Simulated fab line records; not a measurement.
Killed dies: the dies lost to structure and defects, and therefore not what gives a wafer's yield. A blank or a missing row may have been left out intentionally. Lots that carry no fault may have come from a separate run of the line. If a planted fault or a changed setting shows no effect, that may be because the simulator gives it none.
8D (eight disciplines) problem report, filled in by code | flow sky130 | the parts of the form that need people (team, actions taken, sign-off) are left out

== 1. WHAT IS WRONG ==
Wafers without a fault read 2499.9 W, standard deviation 0.45; cathode-dc-power-W at SKY_LI_CONTACT_SPUTTER_19 reads a mean of 2394.3 W on 2 wafers belonging to 2 lots. So: -99 or more standard deviations from the usual mean.
The step: material Ti, target thk 20 nm, time 106.37 s.
First seen on wafer L213.4, day 34 16:05, on pvd-sputter-01. Wafers with a number at this step in the record: 18, from 6 lots. Rule for "out", or "out of limits": more than 4 standard deviations from the usual mean. All remaining wafers that have a number are taken as sound.

== 2. WHAT IT IS, AND WHAT IT ISN'T ==
question                    | is                 | is not
which readings at this step | cathode-dc-power-W | throttle-valve-pct
which lots                  | L213, L214         | L197, L202, L215, L218
which wafers of those lots  | L213.4, L214.2     | L213.2, L213.6, L214.4, L214.5
read on which tools         | pvd-sputter-01     | pvd-sputter-02
when                        | from day 34 16:05  | up to then (8 sound wafers); but 8 sound wafers of L214, L215, L218 came after

== 3. WHAT RULES OUT EACH SUSPECT ==
Counting: if a tool at a process step up to the reading ran every lot that is out, it stays a suspect. Sound lots after the first of them don't rule it out here, since some wafers of a struck lot are sound.
- pvd-sputter-01 at SKY_LI_CONTACT_SPUTTER_19 (material Ti, target thk 20 nm, time 106.37 s): kept. It ran every lot that is out, first L213 (day 34 16:05); its last sound lot up to then is L197 (day 28 22:53). Its own readings are out on those wafers: cathode-dc-power-W.
Left after counting: pvd-sputter-01 at SKY_LI_CONTACT_SPUTTER_19.

== 4. THE CAUSE (what the simulator had put in) ==
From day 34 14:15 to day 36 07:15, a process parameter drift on pvd-sputter-01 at SKY_LI_CONTACT_SPUTTER_19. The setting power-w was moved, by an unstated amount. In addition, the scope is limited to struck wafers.
The count eliminated every tool but this one.

== 5. SEQUENCE OF EFFECTS, ordered by route ==
Each row: a reading where the mean over the struck wafers with a number is more than 3 standard deviations away from the usual. Scope: only readings with a usual standard deviation given in the record; hours: median across lots of the time from each lot's start at the first step in this table that gives one to its start at this step; sigmas: change in usual standard deviations.
hours | step                      | reading            | usual    | on struck wafers | change | sigmas
0     | SKY_LI_CONTACT_SPUTTER_19 | cathode-dc-power-W | 2499.9 W | 2394.3           | -105.6 | -99 or more
Its process steps:
- SKY_LI_CONTACT_SPUTTER_19: material Ti, target thk 20 nm, time 106.37 s.

== 6. HOW IT WOULD HAVE BEEN CAUGHT EARLIER ==
First out-of-limits reading in this record: day 34 16:05, which is 2 hours after fault onset at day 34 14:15.
